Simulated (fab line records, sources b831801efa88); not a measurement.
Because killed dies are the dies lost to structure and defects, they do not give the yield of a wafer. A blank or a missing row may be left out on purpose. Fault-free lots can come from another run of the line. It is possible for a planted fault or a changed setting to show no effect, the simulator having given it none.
Comparing a struck lot with a sound one ; flow sky130 ; 44 steps out of a route of 708
Sound: these wafers, L384.2, L384.4, L384.5. Struck: wafer L396.4 (left out: L396.1, L396.5 of the same lot, which were not struck); the cause appears at the end.
Per side, at each step with rows, come the tool, then ch with its chambers, and then its first start. Under that, the readings that differ: sound wafers ; struck wafers ; difference of the means ; sigmas: that difference in standard deviations of wafers without a fault.
alike: words and numbers the same on both sides, and readings whose means are apart by under 2 such deviations; not compared: readings that were withheld, readings missing a value for some wafer, numbers with overlapping values and no deviation given by the record, and bounds like >300 which may hide the same value.
Wherever a step has rows on one side only, a row that says differs or no value, or a row with sigmas, the two part there. Numbers that have no deviation but don't overlap get no sigmas and don't part them. Lack of a reading on every wafer of one side parts them only where that side has two or more wafers.

first, 1 step without rows for these wafers: SKY_METAL1_DEVELOP_14 (develop time 60 s).
SKY_METAL1_CD_MEAS_15 targets a cd of 140 nm.
  sound on cd-sem-01 at day 35 12:07; struck on cd-sem-01 at day 38 16:22
  alike: cd-nm
SKY_METAL1_OVL_MEAS_16:
  sound on overlay-02 at day 35 12:14; struck on overlay-01 at day 38 16:29
  alike: METAL1_OVL
then, 1 step without rows for these wafers: SKY_METAL1_DESCUM_17 (chemistry O2, time 8 s).
SKY_METAL1_ETCH_18: etches BARC in N2/H2, stops on SiO2, time 45.9 s, target depth 60 nm.
  sound on rie-metal-03 ch 0, day 35 12:17; struck on rie-metal-04 ch 1, day 38 16:33
  alike: drypump-motor-current-A, he-backside-leak-sccm, oes-product-au, throttle-valve-pct
  not compared: rf-hours-counter-h
then, 6 steps without rows for these wafers: SKY_METAL1_METAL_ETCH_19 (etches the open film in Cl2/BCl3, stops on SiO2, target depth 360 nm, time 78 s); SKY_METAL1_STRIP_20 (strips in O2/N2); SKY_METAL1_STRIP_21 (strips in post etch residue remover, time 1200 s); SKY_METAL1_CLEAN_22 (cleans in IPA, time 180 s); SKY_METAL1_CLEAN_23 (cleans in O3/DIW); SKY_VIA1_HDPCVD_00 (deposits SiO2, target thk 1030 nm, time 171.7 s).
SKY_VIA1_THK_MEAS_01:
  sound on film-metro-04 at day 35 13:11; struck on film-metro-01 at day 38 17:29
  alike: VIA1_HDPCVD_THK
SKY_VIA1_CMP_02: polishes SiO2.
  sound on cmp-02 ch 1,2, day 35 13:14; struck on cmp-02 ch 1, day 38 17:32
reading;sound;struck;difference;sigmas
model.SiO2_of_VIA1_HDPCVD_00.thk-nm (nm);345.5 343.8 344.3;587.7;+243.2;
  alike: motor-current-A
SKY_VIA1_BOW_MEAS_03:
  sound on film-metro-01 at day 35 13:34; struck on film-metro-02 at day 38 17:50
reading;sound;struck;difference;sigmas
VIA1_BOW (um);80 81 78;97;+17;+3
then, 8 steps without rows for these wafers: SKY_VIA1_DEHYDRATE_04 (time 60 s); SKY_VIA1_HMDS_05 (prime time 60 s); SKY_VIA1_COAT_06 (resist thk 60 nm); SKY_VIA1_COAT_07 (resist thk 450 nm); SKY_VIA1_SOFTBAKE_08 (time 90 s); SKY_VIA1_EXPOSE_09 (exposes mask VIM, target cd 150 nm); SKY_VIA1_PEB_10; SKY_VIA1_DEVELOP_11 (develop time 60 s).
SKY_VIA1_CD_MEAS_12 targets a cd of 150 nm.
  sound on cd-sem-01 at day 36 14:58; struck on cd-sem-02 at day 39 17:08
  alike: cd-nm
SKY_VIA1_OVL_MEAS_13:
  sound on overlay-02 at day 36 15:04; struck on overlay-01 at day 39 17:16
reading;sound;struck;difference;sigmas
VIA1_OVL (nm);11 15 18;2;-13;-2
SKY_VIA1_ETCH_14: etches BARC in N2/H2, stops on SiO2, time 45.9 s, target depth 60 nm.
  sound on rie-diel-02 ch 0,1, day 36 15:05; struck on rie-diel-03 ch 1, day 39 17:17
  alike: drypump-motor-current-A, oes-product-au, throttle-valve-pct
  not compared: rf-hours-counter-h
SKY_VIA1_ETCH_15: etches SiO2 in C4F8/O2/Ar, stops on TiN, target depth 351 nm, time 54 s.
  sound on rie-diel-02 ch 0,1, day 36 15:08; struck on rie-diel-03 ch 1, day 39 17:20
reading;sound;struck;difference;sigmas
oes-product-au (a.u.);0.979 0.967 0.964;1.009;+0.039;+6
model.etch.depth-nm (nm);345.5 343.8 344.1;353.9;+9.4;
model.VIA1.feature-depth-nm (nm);345.5 343.8 344.1;353.9;+9.4;
  not compared: rf-hours-counter-h
SKY_VIA1_STRIP_16: strips in O2/N2.
  sound on plasma-asher-03 ch 0,1, day 36 15:11; struck on plasma-asher-03 ch 1, day 39 17:23
  alike: drypump-motor-current-A, oes-product-au, strip-time-to-endpoint-s
  not compared: rf-hours-counter-h
then, 3 steps without rows for these wafers: SKY_VIA1_STRIP_17 (strips in post etch residue remover, time 1200 s); SKY_VIA1_CLEAN_18 (cleans in IPA, time 180 s); SKY_VIA1_CLEAN_19 (cleans in O3/DIW).
SKY_VIA1_SPUTTER_20: material TiN, target thk 20 nm, time 80 s.
  sound on pvd-sputter-03 at day 36 15:47; struck on pvd-sputter-04 at day 39 18:00
  alike: throttle-valve-pct
then, 1 step without rows for these wafers: SKY_VIA1_CVD_21 (deposits W, target thk 270 nm, time 80.902 s).
SKY_VIA1_RS_MEAS_22: a four-point-probe measurement.
  sound on film-metro-01 at day 36 15:57; struck on film-metro-02 at day 39 18:10
  alike: VIA1_W_RS
SKY_VIA1_THK_MEAS_23: measures by xrf.
  sound on film-metro-01 at day 36 16:04; struck on film-metro-02 at day 39 18:17
  alike: VIA1_W_THK
SKY_VIA1_CMP_24: polishes, stops on SiO2, t overpolish 15 s, target thk 0 nm.
  sound on cmp-01 ch 1,3, day 36 16:10; struck on cmp-01 ch 2, day 39 18:20
  alike: motor-current-A
then, 5 steps without rows for these wafers: SKY_METAL2_SPUTTER_00 (material Ti, target thk 15 nm, time 10 s); SKY_METAL2_SPUTTER_01 (material TiN, target thk 20 nm, time 16.7 s); SKY_METAL2_SPUTTER_02 (material AlCu, target thk 250 nm, time 13.3 s); SKY_METAL2_SPUTTER_03 (material Ti, target thk 5 nm, time 3.3 s); SKY_METAL2_SPUTTER_04 (material TiN, target thk 70 nm, time 58.3 s).
SKY_METAL2_RS_MEAS_05: a four-point-probe measurement.
  sound on film-metro-01 at day 36 16:35; struck on film-metro-03 at day 39 18:47
  alike: METAL2_ALCU_RS
SKY_METAL2_THK_MEAS_06: measures by xrf.
  sound on film-metro-01 at day 36 16:42; struck on film-metro-03 at day 39 18:54
  alike: METAL2_ALCU_THK
SKY_METAL2_METAL_ETCH_19: etches the open film in Cl2/BCl3, stops on SiO2, target depth 360 nm, time 78 s.
  sound on rie-metal-01 ch 1, day 37 18:16; struck on rie-metal-01 ch 0, day 40 19:14
reading;sound;struck;difference;sigmas
he-backside-leak-sccm (sccm);3.35 3.38 3.27;2.87;-0.46;-2
model.SiO2_of_VIA1_HDPCVD_00.thk-nm (nm);331.5 329.8 330.2;573.8;+243.3;
  alike: drypump-motor-current-A, oes-product-au, throttle-valve-pct
  not compared: rf-hours-counter-h
-- the record jumps here: 9 days lie between the struck wafers' starts before and after (it left off in module METAL2 and takes up again in module PAD_OPEN, whose first step shown is number 708 of the route) --
SKY_PAD_OPEN_PROBE_99:
  sound on prober-02 at day 47 16:41; struck on prober-02 at day 50 02:14
reading;sound;struck;difference;sigmas
model.etest.tester.sort-n-pass;400 395 399;0;-398;
model.etest.tester.sort_bin_5_pct (%);10.77 10.98 11.59;93.7;+82.6;
model.etest.tester.sort-yield-pct (%);81.3 80.28 81.1;0;-81;
model.etest.diode-pdiff-fingers.under-floor;0 0 0;1;+1;
model.etest.sonos-baked.open;0 0 0;1;+1;
model.etest.res-xhigh-po.open;0 0 0;1;+1;
model.etest.ring_1v8.no-ring;0 0 0;1;+1;
model.etest.pfet-g5v0d10v5.under-floor;0 0 0;1;+1;
  alike: defect-limited-yield, killed_at_M0_to_M3, killed_at_M4_up, killed-at-contacts, killed-at-front-end, killed-at-other, killed-dies, killed-open, killed-short

## WHERE THEY PART
At SKY_VIA1_BOW_MEAS_03 first; at SKY_METAL2_METAL_ETCH_19 last (within this record only). Later steps at which nothing parts them and some readings are alike: SKY_PAD_OPEN_PROBE_99.

WHY: what the simulator had put in
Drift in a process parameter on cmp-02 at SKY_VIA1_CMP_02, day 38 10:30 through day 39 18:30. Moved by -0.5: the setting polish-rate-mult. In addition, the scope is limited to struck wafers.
